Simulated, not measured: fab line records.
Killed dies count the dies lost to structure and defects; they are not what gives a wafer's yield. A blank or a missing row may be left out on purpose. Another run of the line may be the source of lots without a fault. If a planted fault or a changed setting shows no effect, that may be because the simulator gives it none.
Struck lot and sound lot, side by side ; flow sky130 ; 16 steps out of a route of 708
Sound: wafers L380.1, L380.3, L380.4. Struck: wafers L387.3, L387.4, L387.5. The cause is given at the end.
Per side, at each step with rows, come the tool, then ch with its chambers, and then its first start. Under that, the readings that differ: sound wafers ; struck wafers ; difference of the means ; sigmas: that difference in standard deviations of wafers without a fault.
alike: a reading whose means differ by less than 2 such deviations, as well as words and numbers matching on both sides. not compared: withheld readings; readings where some wafer has no value; bounds like >300 that might hide an equal value; numbers whose values overlap and for which the record gives no deviation.
A row with sigmas, a row that says differs or no value, or rows on one side alone: a step with any of these is where the two part. When numbers do not overlap yet have no deviation, they are printed without sigmas and do not part them. Lack of a reading on every wafer of one side parts them only where that side has two or more wafers.

first, 3 steps without rows for these wafers: SKY_METAL1_EXPOSE_12 (exposes mask MM1, target cd 140 nm); SKY_METAL1_PEB_13; SKY_METAL1_DEVELOP_14 (develop time 60 s).
SKY_METAL1_CD_MEAS_15: the cd target is 140 nm.
  sound on cdSem-01, day 34 05:38; struck on cdSem-01, day 35 12:14
  alike: cdNm
SKY_METAL1_OVL_MEAS_16:
  sound on overlay-02, day 34 05:45; struck on overlay-02, day 35 12:20
  alike: METAL1_OVL
SKY_METAL1_DESCUM_17: chemistry O2, time 8 s.
  sound on rieMetal-04 ch 0,1, day 34 05:47; struck on rieMetal-04 ch 0,1, day 35 12:22
  alike: chamberPressureMTorr, drypumpMotorCurrentA, oesProductAu, rfFwdPowerW
  not compared: rfHoursCounterH
SKY_METAL1_ETCH_18: etches BARC in N2/H2, stops on SiO2, time 45.9 s, target depth 60 nm.
  sound on rieMetal-04 ch 0,1, day 34 05:49; struck on rieMetal-04 ch 0,1, day 35 12:25
  alike: chamberPressureMTorr, drypumpMotorCurrentA, oesProductAu, rfFwdPowerW, throttleValvePct
  not compared: rfHoursCounterH
SKY_METAL1_METAL_ETCH_19: etches the open film in Cl2/BCl3, stops on SiO2, target depth 360 nm, time 78 s.
  sound on rieMetal-04 ch 0,1, day 34 05:53; struck on rieMetal-04 ch 0,1, day 35 12:29
  alike: bcl3FlowSccm, chamberPressureMTorr, drypumpMotorCurrentA, oesProductAu, rfFwdPowerW, throttleValvePct
  not compared: rfHoursCounterH
SKY_METAL1_STRIP_20: strips in O2/N2.
  sound on plasmaAsher-02 ch 0,1, day 34 05:58; struck on plasmaAsher-03 ch 0,1, day 35 12:34
  alike: chamberPressureMTorr, drypumpMotorCurrentA, oesProductAu, stripTimeToEndpointS
  not compared: rfHoursCounterH
then, 3 steps without rows for these wafers: SKY_METAL1_STRIP_21 (strips in post etch residue remover, time 1200 s); SKY_METAL1_CLEAN_22 (cleans in IPA, time 180 s); SKY_METAL1_CLEAN_23 (cleans in O3/DIW).
SKY_VIA1_HDPCVD_00: deposits SiO2, target thk 1030 nm, time 171.7 s.
  sound on hdpcvd-02 ch 0,2, day 34 06:34; struck on hdpcvd-02 ch 0,1, day 35 13:35
  alike: susceptorTempC
SKY_VIA1_THK_MEAS_01:
  sound on filmMetro-01, day 34 06:40; struck on filmMetro-01, day 35 13:43
reading;sound;struck;difference;sigmas
VIA1_HDPCVD_THK (nm);1019 1034 1030;2070 2066 2077;+1043;+99 or more
SKY_VIA1_CMP_02: polishes SiO2.
  sound on cmp-01 ch 0,1,2, day 34 06:44; struck on cmp-02 ch 1,2,3, day 35 13:52
  alike: headPressurePsi, motorCurrentA, slurryFilterDpKPa, slurryFlowMlMin
-- the record jumps here: 12 days lie between the struck wafers' starts before and after (it left off in module VIA1 and takes up again in module PAD_OPEN, whose first step shown is number 708 of the route) --
SKY_PAD_OPEN_PROBE_99:
  sound on prober-02, day 46 20:03; struck on prober-01, day 47 21:40
  alike: defectLimitedYield, killed_at_M0_to_M3, killed_at_M4_up, killedAtContacts, killedAtFrontEnd, killedAtOther, killedDies, killedOpen, killedShort, sort_bin_3_pad_short, sort_bin_5_function, sort_bin_6_memory, sortNPass, sortYieldPct

== WHERE THEY PART ==
SKY_VIA1_THK_MEAS_01 only, going by this record. Later steps at which nothing parts them and some readings are alike: SKY_VIA1_CMP_02, SKY_PAD_OPEN_PROBE_99.

WHY: what had been put in by the simulator
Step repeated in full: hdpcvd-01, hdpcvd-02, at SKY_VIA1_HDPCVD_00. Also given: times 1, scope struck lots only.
